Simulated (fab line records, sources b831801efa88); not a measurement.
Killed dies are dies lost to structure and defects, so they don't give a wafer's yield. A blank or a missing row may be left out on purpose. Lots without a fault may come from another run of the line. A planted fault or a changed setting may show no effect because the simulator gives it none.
fab line records | flow gf180mcu
record lots=14 wafers=42 last_day=36
route steps=602 shown NSD@243 PSD@255
lots that met no fault: from a run of the same line without faults
start_h: hours from the record's first day to the start of the lot's first wafer shown | wait_h: hours since the lot's step before | " the same as in the row above | L1.1+2: a row that stands for several wafers | - no value, or no start given | * or withheld: withheld | < > ~ a bound
route shown NAME@n: a module of which the file shows steps, and the number in the route of the first | usual: mean/standard deviation of fault-free wafers | same: alike in all rows | chamber/n: place in a boat | sites: the reading at each site | _std_site: their standard deviation | _edge_site: outer sites' mean less inner sites' | radius_mm: how far each site lies from the wafer's centre | mask NAME#n: copy n | behind: the tool/chamber that last shaped the wafer | hold: why the lot was held/for how many hours/how that ended | device: the transistor (n, p or np) that didn't switch | end of line: the same wafers' tests at the end of the route | a step without rows: its recipe alone | killed: dies lost to structure and defects at the first sort, not the wafer's yield | map: a wafer's dies, x killed, . not, _ none there
set.NAME: the setting as run; set.NAME@STEP: as run at that earlier step | model.NAME: the simulator's own value behind a step, which no gauge read
steps of the route over a sample of lots; a table a step, a row a wafer
services: from which hour (start_h, from the record's first day; less than 0 if before it) a tool's chamber was out of use, for how many hours, and why
## steps
# step GF_NSD_OVL_MEAS_08
# usual NSD_OVL=-0.1/1.2
# columns lot.wafer tool chamber start_h wait_h NSD_OVL[nm]
L765.1 overlay-02 - 333.93 0.1 -0.7
L765.3 " - " " -1.2
L765.4 " - " " -0.4
L766.1 overlay-02 - 345.23 0.1 -1.3
L766.2 " - " " -1.7
L766.3 " - " " -0.7
L767.1 overlay-02 - 348.97 0.1 -0.4
L767.2 " - " " -0.4
L767.5 " - " " -0.7
L769.2 overlay-02 - 370.99 0.1 -1.4
L769.3 " - " " -1.2
L769.6 " - " " 0.4
L770.2 overlay-01 - 379.88 0.1 1.1
L770.4 " - " " 0.4
L770.6 " - " " -0.8
L776.3 overlay-01 - 419.88 0.1 2.0
L776.4 " - " " 0.3
L776.6 " - " " 1.0
L779.1 overlay-02 - 445.49 0.1 1.3
L779.2 " - " " -1.3
L779.5 " - " " 1.2
L780.1 overlay-01 - 453.08 0.1 0.9
L780.2 " - " " 0.2
L780.4 " - " " 0.4
L781.2 overlay-02 - 463.83 0.1 -0.1
L781.5 " - " " -1.4
L781.6 " - " " 0.8
L782.1 overlay-02 - 471.42 0.1 -0.7
L782.2 " - " " -2.3
L782.6 " - " " -1.2
L783.4 overlay-01 - 483.96 0.1 0.8
L783.5 " - " " 0.1
L783.6 " - " " 1.0
L784.2 overlay-02 - 486.64 0.1 -0.7
L784.3 " - " " -1.1
L784.5 " - " " 0.3
L785.2 overlay-01 - 490.74 0.1 -2.3
L785.4 " - " " -0.7
L785.6 " - " " -1.7
L788.3 overlay-01 - 509.48 0.1 -0.1
L788.4 " - " " -0.1
L788.6 " - " " 0.3
# step GF_PSD_CD_MEAS_07
# recipe target_cd_nm=400
# usual cd_nm=399.9/2
# columns lot.wafer tool chamber start_h wait_h cd_nm
L765.1 cd_sem-02 - 356.15 0.1 398.7
L765.3 " - " " 399.3
L765.4 " - " " 399.4
L766.1 cd_sem-02 - 368.25 0.1 399.3
L766.2 " - " " 397.9
L766.3 " - " " 399.8
L767.1 cd_sem-01 - 371.51 0.1 400.5
L767.2 " - " " 401.3
L767.5 " - " " 400.2
L769.2 cd_sem-01 - 395.77 0.1 398.1
L769.3 " - " " 400.3
L769.6 " - " " 401.0
L770.2 cd_sem-01 - 404.32 0.1 398.8
L770.4 " - " " 398.2
L770.6 " - " " 400.3
L776.3 cd_sem-02 - 446.05 0.1 398.2
L776.4 " - " " 401.3
L776.6 " - " " 400.3
L779.1 cd_sem-01 - 470.96 0.1 400.4
L779.2 " - " " 398.8
L779.5 " - " " 399.8
L780.1 cd_sem-02 - 478.40 0.1 399.8
L780.2 " - " " 396.9
L780.4 " - " " 399.2
L781.2 cd_sem-02 - 489.38 0.1 398.2
L781.5 " - " " 399.1
L781.6 " - " " 398.3
L782.1 cd_sem-02 - 499.95 0.1 397.9
L782.2 " - " " 398.2
L782.6 " - " " 396.7
L783.4 cd_sem-01 - 508.21 0.1 404.0
L783.5 " - " " 402.1
L783.6 " - " " 402.2
L784.2 cd_sem-02 - 510.28 0.1 396.9
L784.3 " - " " 398.6
L784.5 " - " " 397.6
L785.2 cd_sem-02 - 516.22 0.1 401.3
L785.4 " - " " 399.3
L785.6 " - " " 398.9
L788.3 cd_sem-01 - 534.49 0.1 403.1
L788.4 " - " " 401.9
L788.6 " - " " 404.0
# step GF_PSD_OVL_MEAS_08
# usual PSD_OVL=0.2/1.7
# columns lot.wafer tool chamber start_h wait_h PSD_OVL[nm]
L765.1 overlay-01 - 356.27 0.1 4.1
L765.3 " - " " 2.6
L765.4 " - " " 2.7
L766.1 overlay-01 - 368.37 0.1 1.4
L766.2 " - " " 1.7
L766.3 " - " " -0.4
L767.1 overlay-01 - 371.63 0.1 1.7
L767.2 " - " " -0.5
L767.5 " - " " 0.2
L769.2 overlay-02 - 395.88 0.1 0.2
L769.3 " - " " 0.5
L769.6 " - " " 1.6
L770.2 overlay-01 - 404.43 0.1 -0.1
L770.4 " - " " -2.4
L770.6 " - " " -1.2
L776.3 overlay-01 - 446.14 0.1 0.7
L776.4 " - " " 2.1
L776.6 " - " " 0.7
L779.1 overlay-01 - 471.08 0.1 -2.5
L779.2 " - " " -1.2
L779.5 " - " " -0.3
L780.1 overlay-02 - 478.52 0.1 -3.1
L780.2 " - " " -3.1
L780.4 " - " " -4.2
L781.2 overlay-01 - 489.49 0.1 -2.5
L781.5 " - " " 1.5
L781.6 " - " " 0.1
L782.1 overlay-02 - 500.07 0.1 -0.9
L782.2 " - " " -2.6
L782.6 " - " " -2.5
L783.4 overlay-02 - 508.29 0.1 -1.0
L783.5 " - " " 1.1
L783.6 " - " " -0.2
L784.2 overlay-02 - 510.39 0.1 2.6
L784.3 " - " " 0.4
L784.5 " - " " 1.8
L785.2 overlay-02 - 516.33 0.1 -2.7
L785.4 " - " " -1.2
L785.6 " - " " 0.0
L788.3 overlay-02 - 534.58 0.1 -0.3
L788.4 " - " " 1.7
L788.6 " - " " 2.9
# step GF_PSD_STRIP_10
# recipe chemistry=O2/N2 power_w=1400 pressure_mtorr=1500 platen_temp_c=250 o2_flow_sccm=3000 n2_flow_sccm=300 overash_fraction=0.5
# usual chamber_pressure_mTorr=1499.8/1.2 drypump_motor_current_A=5.48/0.25 heater_power_w=354/50 oes_product_au=0.592/0.0046 strip_time_to_endpoint_s=16.55/0.035
# columns lot.wafer tool chamber start_h wait_h chamber_pressure_mTorr drypump_motor_current_A heater_power_w oes_product_au rf_hours_counter_h strip_time_to_endpoint_s
L765.1 plasma_asher-03 1 356.46 0.1 1499.7 5.39 336 0.586 63 16.56
L765.3 " 0 " " 1499.7 5.37 315 0.590 - 16.62
L765.4 " 1 " " 1498.2 5.41 338 0.592 - 16.57
L766.1 plasma_asher-03 0 368.56 0.1 1502.0 5.38 320 0.587 65 16.49
L766.2 " 1 " " 1502.2 5.41 335 0.587 65 16.56
L766.3 " 0 " " 1499.7 5.40 316 0.593 - 16.54
L767.1 plasma_asher-02 1 371.82 0.1 1499.4 5.82 366 0.585 69 16.54
L767.2 " 0 " " 1499.4 5.13 292 0.595 69 16.52
L767.5 " 0 " " 1499.0 5.12 305 0.586 - 16.54
L769.2 plasma_asher-02 0 396.06 0.1 - - - - - -
L769.3 " 1 " " - - - - - -
L769.6 " 0 " " - - - - - -
L770.2 plasma_asher-01 0 404.61 0.1 - - - - - -
L770.4 " 1 " " - - - - - -
L770.6 " 1 " " - - - - - -
L776.3 plasma_asher-02 1 446.35 0.1 1497.6 5.84 357 0.591 - 16.58
L776.4 " 0 " " 1499.5 5.12 299 0.591 - 16.55
L776.6 " 1 " " 1499.0 5.82 362 0.598 - 16.56
L779.1 plasma_asher-02 1 471.27 0.1 1499.3 5.82 368 0.589 80 16.56
L779.2 " 0 " " 1501.4 5.13 300 0.591 80 16.56
L779.5 " 1 " " 1501.0 5.81 368 0.593 - 16.57
L780.1 plasma_asher-01 1 478.71 0.1 1497.2 5.69 458 0.600 69 16.58
L780.2 " 0 " " 1500.3 5.49 393 0.598 69 16.56
L780.4 " 1 " " 1500.7 5.72 458 0.595 - 16.58
L781.2 plasma_asher-03 1 489.67 0.1 1501.9 5.41 351 0.594 5 16.59
L781.5 " 1 " " 1499.6 5.41 366 0.593 - 16.57
L781.6 " 0 " " 1497.4 5.38 320 0.587 - 16.54
L782.1 plasma_asher-02 1 500.26 0.1 1500.0 5.82 360 0.592 83 16.58
L782.2 " 0 " " 1499.2 5.12 301 0.592 83 16.60
L782.6 " 1 " " 1500.2 5.82 368 0.586 - 16.60
L783.4 plasma_asher-02 0 508.49 0.1 1502.1 5.13 306 0.591 - 16.55
L783.5 " 0 " " 1499.5 5.12 292 0.594 - 16.50
L783.6 " 1 " " 1500.9 5.86 365 0.596 - 16.52
L784.2 plasma_asher-03 0 510.57 0.1 1498.9 5.37 317 0.591 9 16.56
L784.3 " 0 " " 1498.5 5.39 313 0.588 - 16.55
L784.5 " 0 " " 1502.4 5.39 311 0.594 - 16.52
L785.2 plasma_asher-02 1 516.51 0.1 1500.4 5.83 366 0.589 86 16.57
L785.4 " 0 " " 1499.7 5.13 300 0.601 - 16.55
L785.6 " 0 " " 1499.9 5.14 304 0.591 - 16.60
L788.3 plasma_asher-01 0 534.79 0.1 1502.6 5.45 391 0.592 - 16.57
L788.4 " 1 " " 1499.5 5.71 459 0.594 - 16.58
L788.6 " 1 " " 1499.2 5.71 455 0.594 - 16.52
## services
# columns tool chamber start_h hours kind
plasma_asher-02 - 352.61 14.6 pm
plasma_asher-03 - 421.25 9.0 pm
plasma_asher-03 0 421.25 9.0 vent_cycle
plasma_asher-03 1 421.25 9.0 vent_cycle
plasma_asher-03 0 430.25 - clean
plasma_asher-03 1 430.25 - clean
plasma_asher-03 - 462.80 7.9 repair
plasma_asher-01 - 478.95 42.6 repair
## key
first_sign step=GF_PSD_STRIP_10 reading=tool_record direction=missing
effect none on later readings
met_at GF_PSD_STRIP_10
struck_lots L769,L770
later_rows_left_out L769.2,L769.3,L769.6,L770.2,L770.4,L770.6
sort_left_out L769.2,L769.3,L769.6,L770.2,L770.4,L770.6
tester_left_out L769,L770
not_acting_at GF_NSD_OVL_MEAS_08,GF_PSD_CD_MEAS_07,GF_PSD_OVL_MEAS_08
onset_between 371.82 396.06
fault kind=skipped_step_whole tool=plasma_asher-01,plasma_asher-02 chamber=- onset_h=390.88 steps=GF_PSD_STRIP_10 scope=struck_lots_only
# tester_left_out: of these lots the tester's yield and bins aren't shown, on N5 and GAA mostly nor the transistor test; their killed dies are dies lost to structure and defects alone, not to doping, threshold or leakage, so they don't give the yield
# sort_left_out: the simulated sort isn't trusted on such a fault, so these wafers' sort isn't shown, and their yield isn't known
# later_rows_left_out: the simulator's readings of these wafers behind a module that went badly wrong aren't trusted and aren't shown, but for the sort
